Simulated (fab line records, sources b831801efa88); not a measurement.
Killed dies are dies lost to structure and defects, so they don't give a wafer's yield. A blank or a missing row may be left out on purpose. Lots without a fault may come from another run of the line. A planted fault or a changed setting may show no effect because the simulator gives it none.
Chamber matching | flow gf180mcu | GF_V1_CMP_26 on cmp-01: 4 sister chambers
The step polishes, stops on SiO2, t overpolish 15 s, target thk 0 nm. 14 wafers are shown with their chamber, then 6 later ones without.

WAFERS WITH THEIR CHAMBER
wafer  | chamber | motor_current_A (A) | time_to_endpoint_s (s) | overpolish_run_s (s)
L816.1 | 2       | 10.0                | 73                     | 14.988
L816.2 | 0       | 10.8                | 87                     | 15.005
L816.4 | 1       | 11.6                | 78                     | 14.998
L817.1 | 2       | 9.5                 | 73                     | 15.009
L817.3 | 1       | 11.5                | 80                     | 14.994
L817.6 | 1       | 11.0                | 79                     | 14.995
L818.1 | 1       | 11.3                | 79                     | 15.014
L818.3 | 2       | 9.9                 | 75                     | 15.009
L818.6 | 3       | 10.4                | 83                     | 14.987
L827.1 | 1       | 11.7                | 77                     | 15.005
L827.4 | 2       | 9.9                 | 69                     | 14.990
L831.1 | 1       | 11.4                | 77                     | 15.001
L831.2 | 2       | 9.6                 | 74                     | 14.984
L831.3 | 0       | 10.9                | 85                     | 15.016

SIGNATURES (means of the wafers above)
reading            | chamber 0 | chamber 1 | chamber 2 | chamber 3 | scatter within a chamber
motor_current_A    | 10.850    | 11.417    | 9.780     | 10.400    | 0.224
time_to_endpoint_s | 86.00     | 78.33     | 72.80     | 83.00     | 1.74
overpolish_run_s   | 15.01050  | 15.00117  | 14.99600  | 14.98700  | 0.0096
Rule: a wafer's distance from a chamber is the root of the sum, over the readings, of the square of ((its reading less the chamber's mean) divided by the reading's scatter). The wafer belongs to the nearest chamber; if the next one is less than 2 further off, it can't be placed. The scatter: the root of (the sum of the squares of (reading less its chamber's mean) over the shown wafers, divided by (wafers less chambers)).

WAFERS WITHOUT THEIR CHAMBER
wafer  | motor_current_A (A) | time_to_endpoint_s (s) | overpolish_run_s (s)
L833.1 | 11.9                | 80                     | 15.009
L833.3 | 11.3                | 83                     | 14.990
L833.4 | 9.4                 | 73                     | 15.000
L837.1 | 10.6                | 82                     | 14.980
L837.4 | 10.6                | 85                     | 15.007
L837.5 | 10.7                | 85                     | 15.012

WHICH CHAMBER EACH WENT THROUGH
wafer  | from the rows above          | in truth
L833.1 | 1                            | 1
L833.3 | can't be placed: 1 or 0 or 3 | 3
L833.4 | 2                            | 2
L837.1 | 3                            | 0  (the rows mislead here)
L837.4 | can't be placed: 0 or 3      | 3
L837.5 | 0                            | 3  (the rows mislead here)
Placed correctly: 2 of 6. Can't be placed from these rows: 2 (the true chamber is among the candidates in 2). Placed wrongly: 2.
